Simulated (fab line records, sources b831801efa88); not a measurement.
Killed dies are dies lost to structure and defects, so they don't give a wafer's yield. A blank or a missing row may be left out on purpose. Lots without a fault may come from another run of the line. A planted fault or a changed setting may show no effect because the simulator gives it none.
Which tool did it? | flow gf180mcu | 6 lots, 18 wafers sampled, at 1 step of a route of 602

WHAT THE GAUGES READ, wafer by wafer
GF_V3_BOW_MEAS_05.
lot  | measured     | on            | V3_BOW (um)
L174 | day 22 00:56 | film_metro-02 | 119 121 125
L178 | day 23 16:36 | film_metro-02 | 126 127 137
L187 | day 26 18:52 | film_metro-04 | 108 105 99
L189 | day 27 07:10 | film_metro-02 | 125 130 130
L191 | day 27 18:43 | film_metro-01 | 122 124 115
L194 | day 28 13:17 | film_metro-02 | 118 106 120

WHICH TOOL RAN EACH LOT (tool, then ch and the chambers of the sampled wafers, then the start)
The record holds no process step before these readings.

THE ANSWER, worked out from the rows above alone
Rule: what is usual is taken from the lots themselves. Put in order of their means at a reading, lots are off if they are a third of the lots or fewer, leave a main group of 4 or more, and stand apart from it by a gap of 3 or more times the standard deviation of the main group's means; of several such gaps the widest counts. A main group whose means are all the same, to the digits that the tables above print for the reading, isn't used. A lot without any number at a reading at which 4 lots or more have one is off too. The other lots that the step has rows for count as sound.
No lot is off at any reading shown: from this, nothing can be told.

WHAT THE SIMULATOR HAD PUT IN
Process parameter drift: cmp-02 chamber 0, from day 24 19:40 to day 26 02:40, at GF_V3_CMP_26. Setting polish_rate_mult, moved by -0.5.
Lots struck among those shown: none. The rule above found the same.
